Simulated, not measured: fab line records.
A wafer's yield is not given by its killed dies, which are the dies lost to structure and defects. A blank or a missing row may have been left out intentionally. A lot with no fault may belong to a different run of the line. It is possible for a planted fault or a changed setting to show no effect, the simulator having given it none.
Matching of chambers | flow gf180mcu | 3 sister chambers for GF_CONTACT_CVD_02 on pecvd-02
The step deposits SiO2 from TEOS, target thk 860 nm, time 95.992 s. 16 wafers are shown with their chamber, then 7 later ones without.

## WAFERS, EACH WITH ITS CHAMBER
wafer  | chamber | heater power w (W)
L616.4 | 0       | 681
L616.5 | 1       | 558
L616.6 | 2       | 722
L617.2 | 2       | 760
L617.3 | 1       | 563
L617.6 | 2       | 610
L621.1 | 2       | 763
L621.2 | 1       | 566
L621.6 | 2       | 612
L624.2 | 1       | 586
L624.5 | 2       | 780
L632.2 | 0       | 693
L632.4 | 1       | 617
L632.5 | 0       | 543
L636.4 | 0       | 682
L636.5 | 1       | 612

SIGNATURES (means of the wafers above)
reading        | chamber 0 | chamber 1 | chamber 2 | scatter within a chamber
heater power w | 649.75    | 583.67    | 707.83    | 61.1
Rule: for a wafer and a chamber, the distance is found by dividing, reading by reading, the gap between the wafer's reading and the chamber's mean by the reading's scatter, squaring, summing and taking the root. If the next closest chamber is less than 2 further off than the closest, the wafer can't be placed; otherwise it belongs to the closest. The scatter is the square root of a quotient: the sum, over the shown wafers, of each reading's squared deviation from its chamber's mean, divided by wafers minus chambers.

## WAFERS WHOSE CHAMBER IS MISSING
wafer  | heater power w (W)
L636.6 | 612
L638.1 | 536
L638.4 | 599
L638.5 | 627
L639.2 | 604
L639.4 | 761
L639.6 | 656

## THE CHAMBER EACH PASSED THROUGH
wafer  | from the rows above          | in truth
L636.6 | can't be placed: 1 or 0 or 2 | 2
L638.1 | can't be placed: 1 or 0      | 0
L638.4 | can't be placed: 1 or 0 or 2 | 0
L638.5 | can't be placed: 0 or 1 or 2 | 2
L639.2 | can't be placed: 1 or 0 or 2 | 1
L639.4 | can't be placed: 2 or 0      | 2
L639.6 | can't be placed: 0 or 2 or 1 | 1
Correctly placed: 0 of 7. Unplaceable from these rows: 7, with the true chamber sitting among the candidates in 7. Placed wrongly: 0.
